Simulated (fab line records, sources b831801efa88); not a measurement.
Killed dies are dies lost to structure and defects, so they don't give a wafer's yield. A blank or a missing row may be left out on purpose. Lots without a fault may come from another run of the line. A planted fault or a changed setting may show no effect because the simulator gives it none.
fab line records | flow sky130
record lots=13 wafers=39 last_day=51
route steps=708 shown LDD_N@244 RES_XHIGH@339 SD_N@353 LI_CONTACT@363 PAD_OPEN@708
lots that met no fault: from a run of the same line without faults
start_h: hours from the record's first day to the start of the lot's first wafer shown | wait_h: hours since the lot's step before | " the same as in the row above | L1.1+2: a row that stands for several wafers | - no value, or no start given | * or withheld: withheld | < > ~ a bound
route shown NAME@n: a module of which the file shows steps, and the number in the route of the first | usual: mean/standard deviation of fault-free wafers | same: alike in all rows | chamber/n: place in a boat | sites: the reading at each site | _std_site: their standard deviation | _edge_site: outer sites' mean less inner sites' | radius_mm: how far each site lies from the wafer's centre | mask NAME#n: copy n | behind: the tool/chamber that last shaped the wafer | hold: why the lot was held/for how many hours/how that ended | device: the transistor (n, p or np) that didn't switch | end of line: the same wafers' tests at the end of the route | a step without rows: its recipe alone | killed: dies lost to structure and defects at the first sort, not the wafer's yield | map: a wafer's dies, x killed, . not, _ none there
set.NAME: the setting as run; set.NAME@STEP: as run at that earlier step | model.NAME: the simulator's own value behind a step, which no gauge read
steps of the route over a sample of lots; a table a step, a row a wafer
services: from which hour (start_h, from the record's first day; less than 0 if before it) a tool's chamber was out of use, for how many hours, and why
## steps
# step SKY_LDD_N_OVL_MEAS_07
# usual LDD_N_OVL=-0.5/1.7
# columns lot.wafer tool chamber start_h wait_h LDD_N_OVL[nm]
L719.1 overlay-01 - 385.38 0.1 -2.7
L719.2 " - " " -2.6
L719.4 " - " " 0.0
L720.1 overlay-01 - 410.45 0.1 1.8
L720.3 " - " " -0.8
L720.6 " - " " 0.5
L722.1 overlay-02 - 440.23 0.1 -2.9
L722.4 " - " " -2.8
L722.5 " - " " -1.7
L724.1 overlay-02 - 458.41 0.1 -4.3
L724.4 " - " " -1.9
L724.5 " - " " -2.8
L725.1 overlay-01 - 473.23 0.1 -0.7
L725.4 " - " " 2.3
L725.6 " - " " -0.4
L727.2 overlay-02 - 480.15 0.1 -1.7
L727.3 " - " " -0.4
L727.6 " - " " -2.3
L729.3 overlay-02 - 489.75 0.1 -2.1
L729.4 " - " " -3.6
L729.6 " - " " -1.2
L732.1 overlay-01 - 541.71 0.1 1.7
L732.4 " - " " 0.6
L732.6 " - " " 0.2
L731.1 overlay-02 - 542.31 0.1 -1.2
L731.4 " - " " -2.7
L731.6 " - " " -3.5
L735.3 overlay-01 - 545.62 0.1 -1.5
L735.4 " - " " -0.8
L735.5 " - " " 1.5
L738.1 overlay-02 - 566.66 0.1 -0.9
L738.5 " - " " -1.9
L738.6 " - " " -2.5
L740.3 overlay-01 - 582.91 0.1 -0.2
L740.4 " - " " 1.2
L740.5 " - " " 0.3
L742.2 overlay-02 - 605.49 0.1 -0.2
L742.5 " - " " 0.1
L742.6 " - " " -2.1
# step SKY_RES_XHIGH_IMPLANT_07
# recipe species=BF2 energy_kev=20 dose_cm2=3.6e+14 tilt_deg=0
# usual beam_energy_keV=19.999/0.0059 dose_ions_cm2=3.602e+14/3.6e+11
# columns lot.wafer tool chamber start_h wait_h beam_energy_keV dose_ions_cm2
L719.1 implanter-03 0 598.60 0.1 19.999 3.607e+14
L719.2 " 0 " " 20.002 3.6e+14
L719.4 " 0 " " 20.002 3.604e+14
L720.1 implanter-02 0 625.20 0.1 20.004 3.597e+14
L720.3 " 0 " " 20.008 3.601e+14
L720.6 " 0 " " 20.017 3.6e+14
L722.1 implanter-04 0 654.85 0.1 19.988 3.6e+14
L722.4 " 0 " " 19.996 3.601e+14
L722.5 " 0 " " 19.991 3.603e+14
L724.1 implanter-02 0 672.23 0.1 19.997 3.609e+14
L724.4 " 0 " " 19.999 3.595e+14
L724.5 " 0 " " 19.997 3.603e+14
L725.1 implanter-03 0 689.28 0.1 19.993 3.605e+14
L725.4 " 0 " " 19.992 3.605e+14
L725.6 " 0 " " 19.987 3.608e+14
L727.2 implanter-02 0 692.51 0.1 19.997 3.603e+14
L727.3 " 0 " " 19.990 3.601e+14
L727.6 " 0 " " 19.999 3.601e+14
L729.3 implanter-04 0 701.33 0.1 19.992 3.602e+14
L729.4 " 0 " " 19.997 3.597e+14
L729.6 " 0 " " 20.001 3.599e+14
L732.1 implanter-02 0 746.13 0.1 19.999 3.607e+14
L732.4 " 0 " " 19.998 3.599e+14
L732.6 " 0 " " 20.003 3.605e+14
L731.1 implanter-04 0 747.60 0.1 18.871 3.604e+14
L731.4 " 0 " " 18.876 3.602e+14
L731.6 " 0 " " 18.861 3.604e+14
L735.3 implanter-04 0 751.23 0.1 18.880 3.599e+14
L735.4 " 0 " " 18.879 3.597e+14
L735.5 " 0 " " 18.879 3.601e+14
L738.1 implanter-02 0 769.65 0.1 20.003 3.602e+14
L738.5 " 0 " " 20.005 3.596e+14
L738.6 " 0 " " 19.999 3.599e+14
L740.3 implanter-02 0 784.03 0.1 19.994 3.608e+14
L740.4 " 0 " " 19.999 3.606e+14
L740.5 " 0 " " 20.006 3.607e+14
L742.2 implanter-03 0 805.35 0.1 19.993 3.597e+14
L742.5 " 0 " " 20.003 3.598e+14
L742.6 " 0 " " 19.998 3.601e+14
# step SKY_SD_N_STRIP_11
# recipe chemistry=O2/N2 power_w=1400 pressure_mtorr=1500 platen_temp_c=withheld o2_flow_sccm=3000 n2_flow_sccm=300 overash_fraction=0.5
# usual drypump_motor_current_A=5.7/0.41 oes_product_au=0.527/0.0044 strip_time_to_endpoint_s=22.54/0.041
# columns lot.wafer tool chamber start_h wait_h drypump_motor_current_A oes_product_au rf_hours_counter_h strip_time_to_endpoint_s
L719.1 plasma_asher-03 1 627.94 0.1 5.9 0.529 51 22.59
L719.2 " 0 " " 5.3 0.519 51 22.58
L719.4 " 0 " " 5.3 0.534 - 22.61
L720.1 plasma_asher-04 1 655.00 0.1 6.2 0.524 85 22.56
L720.3 " 0 " " 6.1 0.522 - 22.58
L720.6 " 1 " " 6.1 0.529 - 22.63
L722.1 plasma_asher-04 0 682.99 0.1 6.2 0.527 88 22.54
L722.4 " 0 " " 6.1 0.524 - 22.54
L722.5 " 0 " " 6.2 0.523 - 22.53
L724.1 plasma_asher-03 1 701.57 0.1 5.9 0.531 58 22.51
L724.4 " 0 " " 5.3 0.531 - 22.51
L724.5 " 1 " " 6.0 0.524 - 22.53
L725.1 plasma_asher-03 0 717.77 0.1 5.3 0.531 60 22.53
L725.4 " 1 " " 5.9 0.524 - 22.54
L725.6 " 0 " " 5.3 0.530 - 22.55
L727.2 plasma_asher-04 0 720.54 0.1 6.1 0.523 92 22.53
L727.3 " 0 " " 6.1 0.521 - 22.55
L727.6 " 1 " " 6.2 0.526 - 22.51
L729.3 plasma_asher-04 1 728.92 0.1 6.1 0.520 - 22.52
L729.4 " 0 " " 6.1 0.527 - 22.53
L729.6 " 0 " " 6.1 0.529 - 22.53
L732.1 plasma_asher-01 0 773.64 0.1 5.8 0.526 3 22.63
L732.4 " 0 " " 5.7 0.525 - 22.64
L732.6 " 1 " " 4.9 0.528 - 22.61
L731.1 plasma_asher-01 0 775.02 0.1 5.7 0.539 3 22.57
L731.4 " 1 " " 5.0 0.535 - 22.53
L731.6 " 0 " " 5.7 0.528 - 22.54
L735.3 plasma_asher-03 0 778.89 0.1 5.3 0.526 - 22.51
L735.4 " 1 " " 5.9 0.536 - 22.52
L735.5 " 0 " " 5.3 0.524 - 22.47
L738.1 plasma_asher-04 0 797.20 0.1 6.1 0.531 99 22.49
L738.5 " 1 " " 6.2 0.520 - 22.50
L738.6 " 0 " " 6.1 0.528 - 22.51
L740.3 plasma_asher-03 1 810.72 0.1 5.9 0.521 - 22.52
L740.4 " 0 " " 5.3 0.526 - 22.47
L740.5 " 1 " " 5.9 0.527 - 22.51
L742.2 plasma_asher-03 1 832.87 0.1 5.9 0.527 71 22.55
L742.5 " 1 " " 5.9 0.530 - 22.52
L742.6 " 0 " " 5.3 0.524 - 22.52
# step SKY_LI_CONTACT_THK_MEAS_01
# recipe reads=PSG_of_LI_CONTACT_HDPCVD_00
# usual LI_CONTACT_HDPCVD_THK=930/8.2
# columns lot.wafer tool chamber start_h wait_h LI_CONTACT_HDPCVD_THK[nm]
L719.1 film_metro-02 - 628.80 0.1 932
L719.2 " - " " 930
L719.4 " - " " 945
L720.1 film_metro-01 - 655.87 0.1 918
L720.3 " - " " 916
L720.6 " - " " 919
L722.1 film_metro-01 - 683.86 0.1 920
L722.4 " - " " 921
L722.5 " - " " 924
L724.1 film_metro-02 - 702.44 0.1 925
L724.4 " - " " 939
L724.5 " - " " 914
L725.1 film_metro-03 - 718.63 0.1 942
L725.4 " - " " 930
L725.6 " - " " 920
L727.2 film_metro-01 - 721.42 0.1 935
L727.3 " - " " 927
L727.6 " - " " 925
L729.3 film_metro-02 - 729.77 0.1 933
L729.4 " - " " 932
L729.6 " - " " 942
L732.1 film_metro-01 - 774.50 0.1 921
L732.4 " - " " 922
L732.6 " - " " 917
L731.1 film_metro-03 - 775.89 0.1 945
L731.4 " - " " 933
L731.6 " - " " 943
L735.3 film_metro-01 - 779.74 0.1 939
L735.4 " - " " 918
L735.5 " - " " 933
L738.1 film_metro-02 - 798.13 0.1 935
L738.5 " - " " 931
L738.6 " - " " 932
L740.3 film_metro-02 - 811.59 0.1 943
L740.4 " - " " 939
L740.5 " - " " 930
L742.2 film_metro-01 - 833.75 0.1 932
L742.5 " - " " 939
L742.6 " - " " 931
# step SKY_PAD_OPEN_PROBE_99
# usual killed_at_M0_to_M3=44/7.4 killed_at_M4_up=3.2/2 killed_at_contacts=24/5.1 killed_at_front_end=15/4.8 killed_at_other=0.2/0.46 killed_dies=86/10 killed_open=47/7.5 killed_short=39/7
# same gross_dies=492 killed_at_back_side=0
# columns lot.wafer tool chamber start_h wait_h killed_at_M0_to_M3 killed_at_M4_up killed_at_contacts killed_at_front_end killed_at_other killed_dies killed_open killed_short
L729.3 prober-02 - 1135.52 0.2 33 2 25 19 0 79 39 40
L729.4 prober-02 - 1135.57 0.2 43 0 19 17 1 80 49 31
L729.6 prober-02 - 1135.67 0.2 44 5 28 9 0 86 34 52
L735.3 prober-02 - 1170.81 0.2 42 1 23 8 0 74 35 39
L735.4 prober-02 - 1170.86 0.2 44 2 22 16 0 84 34 50
L735.5 prober-02 - 1170.91 0.2 51 3 20 12 0 86 48 38
# killed by level:class
L729.3 CONTACT:geometric_particle:open=11 FIELD_ISO:geometric_particle:short=7 METAL2:geometric_particle:short=7 VIA1:geometric_particle:open=6 VIA3:geometric_particle:open=5 FIELD_ISO:geometric_particle:open=4 LI_CONTACT:geometric_particle:open=4 LOCAL_INTERCONNECT:geometric_particle:short=4
L729.4 LI_CONTACT:geometric_particle:open=11 VIA3:geometric_particle:open=8 VIA1:geometric_particle:open=7 METAL2:geometric_particle:short=7 VIA1:geometric_particle:short=6 VIA2:geometric_particle:open=6 POLY_GATE:geometric_particle:open=5 FIELD_ISO:geometric_particle:short=4
L729.6 CONTACT:geometric_particle:short=9 VIA1:geometric_particle:open=9 VIA1:geometric_particle:short=8 CONTACT:geometric_particle:open=7 METAL2:geometric_particle:short=7 VIA2:geometric_particle:short=5 METAL1:geometric_particle:short=4 LI_CONTACT:geometric_particle:short=4
L735.3 CONTACT:geometric_particle:open=9 CONTACT:geometric_particle:short=8 VIA1:geometric_particle:open=8 METAL2:geometric_particle:short=7 VIA2:geometric_particle:open=5 VIA2:geometric_particle:short=5 METAL3:geometric_particle:short=4 FIELD_ISO:geometric_particle:short=3
L735.4 VIA2:geometric_particle:open=9 METAL2:geometric_particle:short=8 LOCAL_INTERCONNECT:geometric_particle:short=7 CONTACT:geometric_particle:short=6 FIELD_ISO:geometric_particle:short=5 METAL1:geometric_particle:short=5 VIA1:geometric_particle:open=5 LI_CONTACT:geometric_particle:open=4
L735.5 VIA1:geometric_particle:open=13 VIA2:geometric_particle:open=7 VIA2:geometric_particle:short=6 CONTACT:geometric_particle:open=6 LI_CONTACT:geometric_particle:short=5 METAL1:geometric_particle:short=5 LI_CONTACT:geometric_particle:open=4 VIA3:geometric_particle:open=4
## services
# columns tool chamber start_h hours kind
implanter-03 - 575.52 20.8 repair
plasma_asher-03 - 582.46 0.4 repair
implanter-02 - 600.63 0.7 repair
implanter-04 - 608.60 2.8 repair
implanter-02 - 619.00 3.9 pm
implanter-02 - 629.77 41.2 pm
implanter-03 - 723.11 4.1 pm
implanter-02 - 728.54 2.2 repair
plasma_asher-01 - 733.75 9.0 pm
plasma_asher-01 0 733.75 9.0 vent_cycle
plasma_asher-01 1 733.75 9.0 vent_cycle
implanter-02 - 742.41 0.8 repair
plasma_asher-01 0 742.75 - clean
plasma_asher-01 1 742.75 - clean
implanter-04 - 782.90 2.2 repair
plasma_asher-04 - 791.32 0.8 repair
implanter-04 - 794.93 14.5 repair
implanter-04 - 802.96 4.8 repair
implanter-04 - 815.46 4.4 pm
plasma_asher-04 - 829.35 28.1 pm
## key
first_sign step=SKY_RES_XHIGH_IMPLANT_07 reading=beam_energy_keV direction=down sigmas=99+ usual=* struck=*
effect none on later readings
met_at SKY_RES_XHIGH_IMPLANT_07
struck_lots L731,L735
tester_left_out L731,L735
not_acting_at SKY_LDD_N_OVL_MEAS_07,SKY_SD_N_STRIP_11,SKY_LI_CONTACT_THK_MEAS_01
onset_between 701.33 747.60
fault kind=process_parameter_drift tool=implanter-04 chamber=- onset_h=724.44 steps=SKY_RES_XHIGH_IMPLANT_07 channel=energy_kev offset=* shape=step end_h=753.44 acts_in=* stated=*
# tester_left_out: of these lots the tester's yield and bins aren't shown, on N5 and GAA mostly nor the transistor test; their killed dies are dies lost to structure and defects alone, not to doping, threshold or leakage, so they don't give the yield
